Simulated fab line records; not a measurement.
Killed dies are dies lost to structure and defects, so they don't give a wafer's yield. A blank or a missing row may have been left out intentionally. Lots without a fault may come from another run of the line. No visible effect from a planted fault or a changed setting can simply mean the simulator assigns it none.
A single fault, viewed from 2 desks :: flow gf180mcu :: only its own numbers are on each desk; what lay behind them is given at the end

== FOR THE TOOL OWNER'S DESK: iline-stepper-01 ==
The tool's own readings at GF_HV_LDD_EXPOSE_16 (exposes mask Pplus LV AREA, target cd 400 nm): means of the sampled wafers that have a number, for each lot that ran on this tool. A lot is out of limits, marked OUT, if its mean lies more than 4 standard deviations from the usual mean; the brackets give that distance.
Columns: A = focus-offset-nm at GF_HV_LDD_EXPOSE_16, usual -0.1 nm
lot: L934
first seen here: day 10 17:54
A: -0.3

lot: L937
first seen here: day 11 15:04
A: -0.2

lot: L944
first seen here: day 13 19:17
A: -0.2

lot: L945
first seen here: day 14 02:40
A: 0.5
This desk's finding: nothing out of limits on any of the 4 lots.

== THE METROLOGY DESK ==
Means of the sampled wafers that have a number, per lot and without regard to the tool the lot ran on: this is what the gauges read. A lot is out of limits, marked OUT, if its mean lies more than 4 standard deviations from the usual mean; the brackets give that distance.
Columns: A = HV_LDD_01_OVL at GF_HV_LDD_OVL_MEAS_20, usual 1.1 nm; B = V1_BOW at GF_V1_BOW_MEAS_05, usual 81 um; C = V1_W_THK at GF_V1_THK_MEAS_25, usual 357 nm
lot: L933
first seen here: day 10 18:34
A: 0.4
B: 80
C: 349

lot: L934
first seen here: day 11 03:15
A: 1.7
B: 80
C: 356

lot: L935
first seen here: day 11 11:44
A: 1.5
B: 90
C: 361

lot: L936
first seen here: day 11 17:51
A: 1.5
B: 84
C: 362

lot: L937
first seen here: day 12 00:56
A: 0.7
B: 65
C: 357

lot: L941
first seen here: day 13 12:18
A: 0.8
B: 74
C: 356

lot: L944
first seen here: day 14 05:35
A: 63.9 (+48) OUT
B: 75
C: 353

lot: L945
first seen here: day 14 13:15
A: 62.7 (+47) OUT
B: 79
C: 349

lot: L947
first seen here: day 15 09:44
A: 0.8
B: 75
C: 358

lot: L949
first seen here: day 15 19:23
A: 1.9
B: 87
C: 367

lot: L952
first seen here: day 16 22:05
A: 1.8
B: 83
C: 354

lot: L953
first seen here: day 17 12:18
A: 2.0
B: 84
C: 358

lot: L954
first seen here: day 17 13:28
A: 2.6
B: 80
C: 363
This desk's result: L944, L945 out of limits, first on L944 (HV_LDD_01_OVL at GF_HV_LDD_OVL_MEAS_20), day 14 05:35. L933, L934, L935, L936, L937, L941, L947, L949, L952, L953, L954: within limits.

== PUT TOGETHER ==
L944, L945 would have let the metrology desk raise an alarm at day 14 05:35.
Nothing out of limits was seen by the tool owner's desk.
On record at the tool owner's desk: L944, L945, within its limits.
Every lot named ran GF_HV_LDD_EXPOSE_16 on iline-stepper-01.

== WHAT THE SIMULATOR HAD INSERTED ==
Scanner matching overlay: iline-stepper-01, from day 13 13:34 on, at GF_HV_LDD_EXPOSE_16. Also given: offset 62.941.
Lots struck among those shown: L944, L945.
Hours from the fault's start to each desk's first reading out of limits: the metrology desk, 16.
